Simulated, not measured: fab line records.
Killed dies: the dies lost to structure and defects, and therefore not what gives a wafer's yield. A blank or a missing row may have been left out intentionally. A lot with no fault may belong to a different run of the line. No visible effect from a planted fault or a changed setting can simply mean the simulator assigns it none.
Which of the tools did it? || flow sky130 || 13 lots with 39 wafers sampled at 5 steps, on a route of 708 steps

## WHAT THE GAUGES READ, wafer by wafer
SKY_VT_ADJUST_HVTP_TW_MEAS_11.
{"lot": "L921", "measured": "day 6 10:59", "on": "film_metro-03", "VT_ADJUST_HVTP_TW": "1350 1349 1351"}
{"lot": "L922", "measured": "day 6 14:55", "on": "film_metro-01", "VT_ADJUST_HVTP_TW": "1369 1362 1368"}
{"lot": "L923", "measured": "day 6 19:02", "on": "film_metro-03", "VT_ADJUST_HVTP_TW": "1353 1353 1353"}
{"lot": "L924", "measured": "day 7 04:49", "on": "film_metro-03", "VT_ADJUST_HVTP_TW": "1361 1358 1351"}
{"lot": "L925", "measured": "day 7 22:02", "on": "film_metro-02", "VT_ADJUST_HVTP_TW": "1367 1371 1365"}
{"lot": "L933", "measured": "day 9 17:49", "on": "film_metro-02", "VT_ADJUST_HVTP_TW": "1374 1366 1380"}
{"lot": "L932", "measured": "day 9 18:11", "on": "film_metro-01", "VT_ADJUST_HVTP_TW": "1369 1373 1373"}
{"lot": "L935", "measured": "day 10 09:02", "on": "film_metro-03", "VT_ADJUST_HVTP_TW": "1354 1353 1359"}
{"lot": "L939", "measured": "day 11 02:23", "on": "film_metro-03", "VT_ADJUST_HVTP_TW": "1345 1348 1355"}
{"lot": "L938", "measured": "day 11 03:35", "on": "film_metro-03", "VT_ADJUST_HVTP_TW": "1362 1355 1343"}
{"lot": "L940", "measured": "day 11 10:07", "on": "film_metro-02", "VT_ADJUST_HVTP_TW": "1377 1377 1375"}
{"lot": "L941", "measured": "day 11 17:47", "on": "film_metro-03", "VT_ADJUST_HVTP_TW": "1350 1353 1356"}
{"lot": "L943", "measured": "day 12 03:52", "on": "film_metro-02", "VT_ADJUST_HVTP_TW": "1370 1364 1367"}

SKY_VT_ADJUST_HVTR_CD_MEAS_07 targets a cd of 380 nm.
{"lot": "L921", "measured": "day 9 20:41", "on": "cd_sem-01", "cd_nm (nm)": "382.0 382.5 383.4"}
{"lot": "L922", "measured": "day 10 01:28", "on": "cd_sem-01", "cd_nm (nm)": "381.3 379.6 381.8"}
{"lot": "L923", "measured": "day 10 06:40", "on": "cd_sem-01", "cd_nm (nm)": "382.4 379.9 380.2"}
{"lot": "L924", "measured": "day 10 17:31", "on": "cd_sem-01", "cd_nm (nm)": "397.7 395.2 378.8"}
{"lot": "L925", "measured": "day 11 12:58", "on": "cd_sem-02", "cd_nm (nm)": "398.9 395.0 380.0"}
{"lot": "L933", "measured": "day 13 16:37", "on": "cd_sem-02", "cd_nm (nm)": "381.8 381.6 386.0"}
{"lot": "L932", "measured": "day 13 18:38", "on": "cd_sem-01", "cd_nm (nm)": "380.6 380.6 379.8"}
{"lot": "L935", "measured": "day 14 10:46", "on": "cd_sem-02", "cd_nm (nm)": "380.1 380.3 380.9"}
{"lot": "L939", "measured": "day 15 06:07", "on": "cd_sem-02", "cd_nm (nm)": "377.1 375.6 378.3"}
{"lot": "L938", "measured": "day 15 08:34", "on": "cd_sem-02", "cd_nm (nm)": "380.5 381.5 380.2"}
{"lot": "L940", "measured": "day 15 15:28", "on": "cd_sem-01", "cd_nm (nm)": "379.6 380.1 379.2"}
{"lot": "L941", "measured": "day 16 01:47", "on": "cd_sem-01", "cd_nm (nm)": "382.1 382.0 381.1"}
{"lot": "L943", "measured": "day 16 11:28", "on": "cd_sem-01", "cd_nm (nm)": "381.3 380.3 382.7"}

SKY_VT_ADJUST_HVTR_OVL_MEAS_08.
{"lot": "L921", "measured": "day 9 20:48", "on": "overlay-02", "VT_ADJUST_HVTR_OVL (nm)": "1.4 3.2 -0.2"}
{"lot": "L922", "measured": "day 10 01:35", "on": "overlay-02", "VT_ADJUST_HVTR_OVL (nm)": "-0.9 -0.9 -0.7"}
{"lot": "L923", "measured": "day 10 06:47", "on": "overlay-01", "VT_ADJUST_HVTR_OVL (nm)": "0.1 0.6 -0.3"}
{"lot": "L924", "measured": "day 10 17:38", "on": "overlay-01", "VT_ADJUST_HVTR_OVL (nm)": "2.5 1.4 2.4"}
{"lot": "L925", "measured": "day 11 13:05", "on": "overlay-01", "VT_ADJUST_HVTR_OVL (nm)": "-0.5 -2.0 -0.1"}
{"lot": "L933", "measured": "day 13 16:44", "on": "overlay-02", "VT_ADJUST_HVTR_OVL (nm)": "-0.2 -2.2 -0.7"}
{"lot": "L932", "measured": "day 13 18:45", "on": "overlay-02", "VT_ADJUST_HVTR_OVL (nm)": "-1.1 0.9 0.6"}
{"lot": "L935", "measured": "day 14 10:53", "on": "overlay-02", "VT_ADJUST_HVTR_OVL (nm)": "-0.7 0.8 0.3"}
{"lot": "L939", "measured": "day 15 06:12", "on": "overlay-01", "VT_ADJUST_HVTR_OVL (nm)": "-0.2 1.4 0.9"}
{"lot": "L938", "measured": "day 15 08:41", "on": "overlay-01", "VT_ADJUST_HVTR_OVL (nm)": "-1.0 1.0 1.1"}
{"lot": "L940", "measured": "day 15 15:35", "on": "overlay-02", "VT_ADJUST_HVTR_OVL (nm)": "1.2 0.6 0.7"}
{"lot": "L941", "measured": "day 16 01:54", "on": "overlay-02", "VT_ADJUST_HVTR_OVL (nm)": "0.0 0.2 -1.2"}
{"lot": "L943", "measured": "day 16 11:35", "on": "overlay-02", "VT_ADJUST_HVTR_OVL (nm)": "-2.1 -1.1 -1.4"}

## TOOL THAT RAN EACH LOT (tool first, then ch and the chambers of the sampled wafers, then the start)
{"lot": "L921", "SKY_VT_ADJUST_LVTN_STRIP_09": "plasma_asher-02 ch 0,1, day 7 05:45", "SKY_VT_ADJUST_HVTR_DEVELOP_06": "litho_track-04 ch 0, day 9 20:33"}
{"lot": "L922", "SKY_VT_ADJUST_LVTN_STRIP_09": "plasma_asher-01 ch 0,1, day 7 10:24", "SKY_VT_ADJUST_HVTR_DEVELOP_06": "litho_track-04 ch 0, day 10 01:19"}
{"lot": "L923", "SKY_VT_ADJUST_LVTN_STRIP_09": "plasma_asher-04 ch 0,1, day 7 14:44", "SKY_VT_ADJUST_HVTR_DEVELOP_06": "litho_track-02 ch 0, day 10 06:31"}
{"lot": "L924", "SKY_VT_ADJUST_LVTN_STRIP_09": "plasma_asher-01 ch 0,1, day 8 00:33", "SKY_VT_ADJUST_HVTR_DEVELOP_06": "litho_track-04 ch 0, day 10 17:22"}
{"lot": "L925", "SKY_VT_ADJUST_LVTN_STRIP_09": "plasma_asher-02 ch 0,1, day 8 18:29", "SKY_VT_ADJUST_HVTR_DEVELOP_06": "litho_track-04 ch 0, day 11 12:49"}
{"lot": "L933", "SKY_VT_ADJUST_LVTN_STRIP_09": "plasma_asher-02 ch 0,1, day 10 16:18", "SKY_VT_ADJUST_HVTR_DEVELOP_06": "litho_track-01 ch 0, day 13 16:28"}
{"lot": "L932", "SKY_VT_ADJUST_LVTN_STRIP_09": "plasma_asher-01 ch 0,1, day 10 16:33", "SKY_VT_ADJUST_HVTR_DEVELOP_06": "litho_track-04 ch 0, day 13 18:30"}
{"lot": "L935", "SKY_VT_ADJUST_LVTN_STRIP_09": "plasma_asher-01 ch 0,1, day 11 07:26", "SKY_VT_ADJUST_HVTR_DEVELOP_06": "litho_track-02 ch 0, day 14 10:37"}
{"lot": "L939", "SKY_VT_ADJUST_LVTN_STRIP_09": "plasma_asher-01 ch 0,1, day 12 02:07", "SKY_VT_ADJUST_HVTR_DEVELOP_06": "litho_track-04 ch 0, day 15 05:58"}
{"lot": "L938", "SKY_VT_ADJUST_LVTN_STRIP_09": "plasma_asher-01 ch 0,1, day 12 03:51", "SKY_VT_ADJUST_HVTR_DEVELOP_06": "litho_track-04 ch 0, day 15 08:25"}
{"lot": "L940", "SKY_VT_ADJUST_LVTN_STRIP_09": "plasma_asher-01 ch 0,1, day 12 10:11", "SKY_VT_ADJUST_HVTR_DEVELOP_06": "litho_track-04 ch 0, day 15 15:19"}
{"lot": "L941", "SKY_VT_ADJUST_LVTN_STRIP_09": "plasma_asher-02 ch 0,1, day 12 17:59", "SKY_VT_ADJUST_HVTR_DEVELOP_06": "litho_track-04 ch 0, day 16 01:39"}
{"lot": "L943", "SKY_VT_ADJUST_LVTN_STRIP_09": "plasma_asher-02 ch 0,1, day 13 04:44", "SKY_VT_ADJUST_HVTR_DEVELOP_06": "litho_track-04 ch 0, day 16 11:19"}
- SKY_VT_ADJUST_LVTN_STRIP_09: strips in O2/N2.
- SKY_VT_ADJUST_HVTR_DEVELOP_06: develop time 60 s.

## AS READ BY THE TOOLS THEMSELVES (means over the sampled wafers that have a number; for cases with no such wafer, the mark the record gives instead)
SKY_VT_ADJUST_LVTN_STRIP_09.
{"lot": "L921", "tool": "plasma_asher-02", "drypump_motor_current_A (A)": 5.8, "oes_product_au (a.u.)": 0.726, "strip_time_to_endpoint_s (s)": 36.92}
{"lot": "L922", "tool": "plasma_asher-01", "drypump_motor_current_A (A)": 5.2, "oes_product_au (a.u.)": 0.724, "strip_time_to_endpoint_s (s)": 36.94}
{"lot": "L923", "tool": "plasma_asher-04", "drypump_motor_current_A (A)": 5.7, "oes_product_au (a.u.)": 0.725, "strip_time_to_endpoint_s (s)": 36.92}
{"lot": "L924", "tool": "plasma_asher-01", "drypump_motor_current_A (A)": 5.1, "oes_product_au (a.u.)": 0.721, "strip_time_to_endpoint_s (s)": 36.91}
{"lot": "L925", "tool": "plasma_asher-02", "drypump_motor_current_A (A)": 5.8, "oes_product_au (a.u.)": 0.721, "strip_time_to_endpoint_s (s)": 36.83}
{"lot": "L933", "tool": "plasma_asher-02", "drypump_motor_current_A (A)": 5.8, "oes_product_au (a.u.)": 0.724, "strip_time_to_endpoint_s (s)": 36.80}
{"lot": "L932", "tool": "plasma_asher-01", "drypump_motor_current_A (A)": 5.2, "oes_product_au (a.u.)": 0.722, "strip_time_to_endpoint_s (s)": 37.03}
{"lot": "L935", "tool": "plasma_asher-01", "drypump_motor_current_A (A)": 5.1, "oes_product_au (a.u.)": 0.726, "strip_time_to_endpoint_s (s)": 36.98}
{"lot": "L939", "tool": "plasma_asher-01", "drypump_motor_current_A (A)": 5.1, "oes_product_au (a.u.)": 0.722, "strip_time_to_endpoint_s (s)": 36.99}
{"lot": "L938", "tool": "plasma_asher-01", "drypump_motor_current_A (A)": 5.2, "oes_product_au (a.u.)": 0.721, "strip_time_to_endpoint_s (s)": 36.87}
{"lot": "L940", "tool": "plasma_asher-01", "drypump_motor_current_A (A)": 5.2, "oes_product_au (a.u.)": 0.724, "strip_time_to_endpoint_s (s)": 36.81}
{"lot": "L941", "tool": "plasma_asher-02", "drypump_motor_current_A (A)": 5.7, "oes_product_au (a.u.)": 0.724, "strip_time_to_endpoint_s (s)": 36.94}
{"lot": "L943", "tool": "plasma_asher-02", "drypump_motor_current_A (A)": 5.8, "oes_product_au (a.u.)": 0.721, "strip_time_to_endpoint_s (s)": 36.83}

SKY_VT_ADJUST_HVTR_DEVELOP_06.
{"lot": "L921", "tool": "litho_track-04", "resist_line_temp_C (C)": 23.00}
{"lot": "L922", "tool": "litho_track-04", "resist_line_temp_C (C)": 22.90}
{"lot": "L923", "tool": "litho_track-02", "resist_line_temp_C (C)": 23.12}
{"lot": "L924", "tool": "litho_track-04", "resist_line_temp_C (C)": 23.17}
{"lot": "L925", "tool": "litho_track-04", "resist_line_temp_C (C)": 23.01}
{"lot": "L933", "tool": "litho_track-01", "resist_line_temp_C (C)": 22.88}
{"lot": "L932", "tool": "litho_track-04", "resist_line_temp_C (C)": 23.05}
{"lot": "L935", "tool": "litho_track-02", "resist_line_temp_C (C)": 23.03}
{"lot": "L939", "tool": "litho_track-04", "resist_line_temp_C (C)": 23.07}
{"lot": "L938", "tool": "litho_track-04", "resist_line_temp_C (C)": 22.84}
{"lot": "L940", "tool": "litho_track-04", "resist_line_temp_C (C)": 23.03}
{"lot": "L941", "tool": "litho_track-04", "resist_line_temp_C (C)": 23.14}
{"lot": "L943", "tool": "litho_track-04", "resist_line_temp_C (C)": 23.06}

## THE ANSWER, worked out from the rows above alone
Rule: what is usual is taken from the lots themselves. The widest of any qualifying gaps counts: lots, ordered by their means at a reading, are off when they make up no more than a third of the lots, leave a main group of 4 or more, and stand apart from it by 3 or more times the standard deviation of that group's means. A main group whose means are all the same, to the digits that the tables above print for the reading, isn't used. A lot without any number at a reading at which 4 lots or more have one is off too. The other lots that the step has rows for count as sound. First the gauges in route order, then the tools' own readings, where a lot's mean is used as printed above. At the first step where some lot is off, the reading lying furthest off is the one used; lots without a number count as furthest.
Off: L924, L925, at SKY_VT_ADJUST_HVTR_CD_MEAS_07 (cd_nm). The main group has a mean of 380.8 nm with a standard deviation of 1.5.
A tool fits if, at a process step before that reading, it ran every lot that is off, and no sound lot after the first of them. Those tools and the gauges at SKY_VT_ADJUST_HVTR_CD_MEAS_07 are tried in the same way. No candidate that was tried fits.

## WHAT THE SIMULATOR HAD INSERTED
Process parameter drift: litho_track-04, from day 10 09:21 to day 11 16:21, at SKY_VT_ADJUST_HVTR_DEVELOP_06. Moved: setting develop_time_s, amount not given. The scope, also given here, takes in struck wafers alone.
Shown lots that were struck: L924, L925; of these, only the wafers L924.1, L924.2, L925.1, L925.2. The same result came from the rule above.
